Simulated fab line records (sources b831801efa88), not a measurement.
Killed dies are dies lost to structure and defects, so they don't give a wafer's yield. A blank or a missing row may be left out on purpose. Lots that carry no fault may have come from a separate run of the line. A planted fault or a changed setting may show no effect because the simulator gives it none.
Lot-split experiment -- flow sfq line -- 5 lots, 23 wafers read, on a route of 325 steps

== THE SPLIT ==
At SFQ_TRILAYER_M5_LITHO_EXPOSE_124 (exposes mask M5, target cd 700 nm), the setting dose mj was moved away from the recipe's 14.4 on 8 of the 23 wafers read, by -6.7% to +7.5%. For the rest of the wafers, this setting stayed at what the recipe calls for.

== FROM THE SPLIT TO THE READING: what the file shows between them, 3 steps ==
- SFQ_TRILAYER_M5_LITHO_PEB_126: peb time 60 s
- SFQ_TRILAYER_M5_LITHO_DEVELOP_125: time 60 s
- SFQ_TRILAYER_M5_BARC_OPEN_METAL_ETCH_161: etches BARC in O2, target depth 125 nm, time 43.07 s

== THE READING ==
M5.cd nm (the simulator's own value, which no gauge read), in nm, at SFQ_TRILAYER_M5_ETCH_METAL_ETCH_126 (etches Nb in Cl2/BCl3, stops on SiO2, time 203.2 s, target depth 265 nm). There is no usual value for it anywhere in the file. Average 700.1 nm, standard deviation 1.6 nm, over the 15 wafers here run with the recipe.

wafer,"tool, chamber at the split",dose mj as run,against the recipe,"M5.cd nm, nm",against lot-mates on the recipe
L074.1,"krf scanner-02, 0",14.4,recipe,700,-
L074.3,"krf scanner-02, 0",14.4,recipe,698.9,-
L074.4,"krf scanner-02, 0",14.4,recipe,700.5,-
L074.5,"krf scanner-02, 0",14.4,recipe,698.2,-
L074.6,"krf scanner-02, 0",14.4,recipe,702.3,-
L079.2,"krf scanner-02, 0",13.44,-6.7%,714,+11.3
L079.3,"krf scanner-02, 0",14.4,recipe,702,-
L079.4,"krf scanner-02, 0",13.44,-6.7%,712.8,+10.1
L079.5,"krf scanner-02, 0",14.4,recipe,703.4,-
L079.6,"krf scanner-02, 0",13.44,-6.7%,713.3,+10.6
L081.2,"krf scanner-02, 0",14.4,recipe,698.1,-
L081.3,"krf scanner-02, 0",14.4,recipe,698.3,-
L081.4,"krf scanner-02, 0",14.4,recipe,699.6,-
L082.2,"krf scanner-02, 0",13.53,-6.0%,709,+8.5
L082.3,"krf scanner-02, 0",14.4,recipe,699.6,-
L082.4,"krf scanner-02, 0",14.4,recipe,701.4,-
L082.5,"krf scanner-02, 0",13.53,-6.0%,707.9,+7.4
L082.6,"krf scanner-02, 0",13.53,-6.0%,708.5,+8.0
L083.1,"krf scanner-02, 0",15.48,+7.5%,689.3,-10.6
L083.2,"krf scanner-02, 0",14.4,recipe,698.6,-
L083.3,"krf scanner-02, 0",14.4,recipe,699.7,-
L083.4,"krf scanner-02, 0",15.48,+7.5%,688.9,-11.0
L083.6,"krf scanner-02, 0",14.4,recipe,701.4,-

THE FIT
A straight line over all 23 wafers: M5.cd nm changes by -1.62 nm for each +1% of dose mj; r = -0.96; the points scatter about the line by 1.8 nm.
The same after taking each lot's own level away (the mean of its wafers on the recipe; 23 wafers): -1.46 nm for each +1%; r = -0.98; scatter 1.1 nm.
On that fit, the largest move of dose mj shifts the reading by 11 nm.
The lots' own levels span 698.67 to 702.70 nm, that is 2.5 times the standard deviation above.
Hence the slope depends on the lot-to-lot level, as the two fits are not the same.
Check: with one of the wafers moved furthest among these (+7.5%) left out of the fit, the line predicts -11.1 nm for it against its lot-mates. Against them it came out at -10.6 nm.

== OTHER SPLITS APPLIED TO THESE WAFERS ==
These wafers also went through other splits before the reading. Each is held against what the fit with the lots' levels taken away leaves over:
other split on the same wafers,wafers away from the commonest value,r with M5.cd nm (lot level and that fit taken away)
SFQ_TRILAYER_I2_VIA_BARC_OPEN_VIA_ETCH_096 time s,6,+0.00
SFQ_TRILAYER_M3_LITHO_COAT_080 spin rpm,7,-0.14
SFQ_TRILAYER_I3_VIA_LITHO_PEB_088 peb temp c,10,-0.15
SFQ_TRILAYER_I3_VIA_BARC_OPEN_VIA_ETCH_121 source w,8,+0.36
SFQ_TRILAYER_M4_DEP_SPUTTER_091 power w,7,+0.06
SFQ_TRILAYER_M4_ETCH_METAL_ETCH_096 time s,5,-0.31
SFQ_TRILAYER_I4_VIA_LITHO_COAT_108 resist thk nm,8,+0.02
SFQ_TRILAYER_JJ_CE_LITHO_COAT_119 resist thk nm,5,+0.08

== THE WHOLE CHAIN: every reading that the file lists as answering this split, in the file's order ==
step,what it does,reading,change (the file's fit),r (the file's)
SFQ_TRILAYER_M5_BARC_OPEN_METAL_ETCH_161,"etches BARC in O2, target depth 125 nm, time 43.07 s","M5.cd nm (the simulator's own value, which no gauge read)",-1.7 nm for each +1% of the setting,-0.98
SFQ_TRILAYER_M5_ETCH_METAL_ETCH_126,"etches Nb in Cl2/BCl3, stops on SiO2, time 203.2 s, target depth 265 nm","M5.cd nm (the simulator's own value, which no gauge read)",-1.46 nm for each +1% of the setting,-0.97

== FILE'S OWN FIT ==
M5.cd nm changes by -1.46 nm for each +1% of dose mj, r = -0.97.
